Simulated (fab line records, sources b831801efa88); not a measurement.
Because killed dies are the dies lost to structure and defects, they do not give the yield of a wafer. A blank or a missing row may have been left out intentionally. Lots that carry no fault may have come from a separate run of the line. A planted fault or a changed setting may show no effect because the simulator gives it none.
Which tool is to blame?	flow sky130	21 wafers from 7 lots sampled at 3 of the route's 708 steps

## WHAT THE GAUGES SHOWED, per wafer
SKY_VT_ADJUST_PCH_OVL_MEAS_07.
lot	measured	on	VT_ADJUST_PCH_OVL (nm)
L785	day 10 16:43	overlay-01	0.6 0.3 -0.9
L788	day 12 06:08	overlay-02	-0.9 -1.9 -3.1
L791	day 12 22:17	overlay-01	0.4 1.1 1.6
L795	day 13 21:43	overlay-01	2.0 0.5 0.4
L800	day 15 16:24	overlay-01	- - -
L802	day 16 08:50	overlay-01	1.7 -0.8 -0.5
L807	day 17 19:10	overlay-02	2.4 1.2 2.1

## WHICH TOOL RAN EACH LOT (tool, then ch and the chambers of the sampled wafers, then the start)
lot	SKY_NWELL_STRIP_25	SKY_VT_ADJUST_PCH_DEVELOP_06
L785	plasmaAsher-03 ch 0,1, day 5 10:31	lithoTrack-03 ch 0, day 10 16:00
L788	plasmaAsher-02 ch 0,1, day 6 17:32	lithoTrack-01 ch 0, day 12 05:00
L791	plasmaAsher-03 ch 1, day 7 04:50	lithoTrack-02 ch 0, day 12 22:00
L795	plasmaAsher-03 ch 0,1, day 8 00:10	lithoTrack-02 ch 0, day 13 21:00
L800	plasmaAsher-04 ch 0,1, day 9 11:50	lithoTrack-03 ch 0, day 15 16:00
L802	plasmaAsher-02 ch 0,1, day 10 01:38	lithoTrack-01 ch 0, day 16 08:00
L807	plasmaAsher-03 ch 0,1, day 11 06:04	lithoTrack-01 ch 0, day 17 19:00
- SKY_NWELL_STRIP_25: strips in O2/N2.
- SKY_VT_ADJUST_PCH_DEVELOP_06: develop time 60 s.

## THE ANSWER, worked out from the rows above alone
Rule: the usual values come from the lots themselves. The widest of any qualifying gaps counts: lots, ordered by their means at a reading, are off when they make up no more than a third of the lots, leave a main group of 4 or more, and stand apart from it by 3 or more times the standard deviation of that group's means. A main group is skipped when, at the precision printed for the reading in the tables above, its means are all equal. A lot without any number at a reading at which 4 lots or more have one is off too. All remaining lots with rows at the step are treated as sound.
Off: L800, at SKY_VT_ADJUST_PCH_OVL_MEAS_07 (VT_ADJUST_PCH_OVL). Without a number there: L800. The main group: mean 0.3 nm, standard deviation 1.2.
If a tool, at a process step before that reading, ran all the lots that are off and no sound lot after the first of them, it fits. Gauges at SKY_VT_ADJUST_PCH_OVL_MEAS_07: tried the same way as those tools. 2 tools fit, plasmaAsher-04 at SKY_NWELL_STRIP_25 and lithoTrack-03 at SKY_VT_ADJUST_PCH_DEVELOP_06, so this cannot tell which one it is.

## WHAT HAD BEEN PUT IN BY THE SIMULATOR
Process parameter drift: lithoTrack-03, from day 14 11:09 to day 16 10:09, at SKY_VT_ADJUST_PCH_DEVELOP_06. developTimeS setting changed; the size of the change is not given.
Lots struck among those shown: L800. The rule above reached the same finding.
